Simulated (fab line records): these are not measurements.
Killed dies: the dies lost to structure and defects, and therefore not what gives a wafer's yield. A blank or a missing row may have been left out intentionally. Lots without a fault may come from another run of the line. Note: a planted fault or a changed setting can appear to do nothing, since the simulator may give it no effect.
One fault seen from 2 desks    flow sky130    each desk holds nothing but its own numbers, with what lay behind them at the end

## AT THE TOOL OWNER'S DESK: rie-diel-04
The tool's own readings at SKY_VIA2_ETCH_14 (etches BARC in N2/H2, stops on SiO2, time 45.9 s, target depth 60 nm): means of the sampled wafers that have a number, for each lot that ran on this tool. The brackets show how far a lot's mean lies from the usual mean; more than 4 standard deviations puts the lot out of limits, marked OUT.
Columns: A = drypump-motor-current-A at SKY_VIA2_ETCH_14, usual 5.5 A; B = oes-product-au at SKY_VIA2_ETCH_14, usual 0.845 a.u.; C = throttle-valve-pct at SKY_VIA2_ETCH_14, usual 13.223 %
lot   first seen here  A    B      C
L332  day 37 10:22     5.3  0.843  13.214
L333  day 37 11:26     5.3  0.845  13.225
L341  day 39 22:26     5.5  0.846  13.221
L352  day 43 16:05     5.3  0.842  13.223
Result from this desk: across the 4 lots, nothing is out of limits.

## AT THE METROLOGY DESK
What the gauges read, lot by lot, whatever tool the lot ran on: means of the sampled wafers that have a number. The brackets show how far a lot's mean lies from the usual mean; more than 4 standard deviations puts the lot out of limits, marked OUT.
Columns: A = VIA3_W_RS at SKY_VIA3_RS_MEAS_22, usual 0.296 ohm/sq; B = VIA3_W_THK at SKY_VIA3_THK_MEAS_23, usual 375 nm
lot   first seen here  A      B
L329  day 39 15:58     0.297  381
L330  day 39 17:08     0.296  382
L331  day 40 16:52     0.292  383
L332  day 40 17:26     0.297  368
L333  day 40 19:04     0.295  373
L334  day 41 04:55     0.293  378
L339  day 42 22:38     0.299  374
L341  day 43 02:47     0.294  385
L349  day 45 05:37     0.299  369
L351  day 46 13:08     0.300  366
L352  day 46 14:51     0.297  368
Result from this desk: across the 11 lots, nothing is out of limits.

## BROUGHT TOGETHER
Nothing out of limits was seen by the tool owner's desk.
From the metrology desk's view, nothing was out of limits.

## WHAT WAS PUT IN BY THE SIMULATOR
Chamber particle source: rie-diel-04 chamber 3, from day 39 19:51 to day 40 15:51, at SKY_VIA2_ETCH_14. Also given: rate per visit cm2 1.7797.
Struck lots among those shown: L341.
